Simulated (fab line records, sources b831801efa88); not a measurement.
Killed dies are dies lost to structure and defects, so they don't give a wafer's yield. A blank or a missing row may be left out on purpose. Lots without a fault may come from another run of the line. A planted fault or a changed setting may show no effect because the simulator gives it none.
One fault seen from 2 desks | flow gf180mcu | each desk has only its own numbers; what lay behind them comes last

THE TOOL OWNER'S DESK: cvd_w-02
The tool's own readings at GF_V3_CVD_23 (deposits W, target thk 350 nm, time 104.9 s): means of the sampled wafers that have a number, for each lot that ran on this tool. A lot is out of limits, marked OUT, if its mean lies more than 4 standard deviations from the usual mean; the brackets give that distance.
Columns: A = chamber_pressure_Torr at GF_V3_CVD_23, usual 40.00 Torr; B = heater_power_w at GF_V3_CVD_23, usual 838 W; C = susceptor_temp_C at GF_V3_CVD_23, usual 400.02 C
lot  | first seen here | A               | B   | C
L347 | day 23 22:28    | 39.99           | 772 | 400.06
L359 | day 27 23:18    | 38.19 (-21) OUT | 822 | 400.02
L360 | day 28 18:49    | 38.30 (-20) OUT | 830 | 400.01
This desk's finding: out of limits on L359, L360; first on L359, day 27 23:18 (chamber_pressure_Torr at GF_V3_CVD_23). In limits: L347.

THE METROLOGY DESK
What the gauges read, lot by lot, whatever tool the lot ran on: means of the sampled wafers that have a number. A lot is out of limits, marked OUT, if its mean lies more than 4 standard deviations from the usual mean; the brackets give that distance.
Columns: A = cd_nm at GF_V3_CD_MEAS_14, usual 260.0 nm; B = V3_OVL at GF_V3_OVL_MEAS_15, usual -3 nm; C = V3_W_RS at GF_V3_RS_MEAS_24, usual 0.326 ohm/sq
lot  | first seen here | A     | B   | C
L347 | day 23 21:33    | 259.0 | -7  | 0.330
L351 | day 25 03:45    | 260.2 | -2  | 0.327
L359 | day 27 22:24    | 259.6 | 2   | 0.334
L360 | day 28 17:55    | 260.4 | -7  | 0.331
L362 | day 29 01:47    | 259.7 | -10 | 0.323
L364 | day 29 09:01    | 261.3 | -6  | 0.332
This desk's finding: nothing out of limits on any of the 6 lots.

PUT TOGETHER
The tool owner's desk could have raised an alarm at day 27 23:18, on L359, L360.
The metrology desk saw nothing out of limits.
The metrology desk has L359, L360 on record, within its limits.
Of the lots named, all ran GF_V3_CVD_23 on cvd_w-02.

WHAT THE SIMULATOR HAD PUT IN
Process parameter drift: cvd_w-02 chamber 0, from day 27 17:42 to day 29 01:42, at GF_V3_CVD_23. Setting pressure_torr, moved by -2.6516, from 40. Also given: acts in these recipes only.
Lots struck among those shown: L359, L360.
Hours from the fault's start to each desk's first reading out of limits: the tool owner's desk, 6.
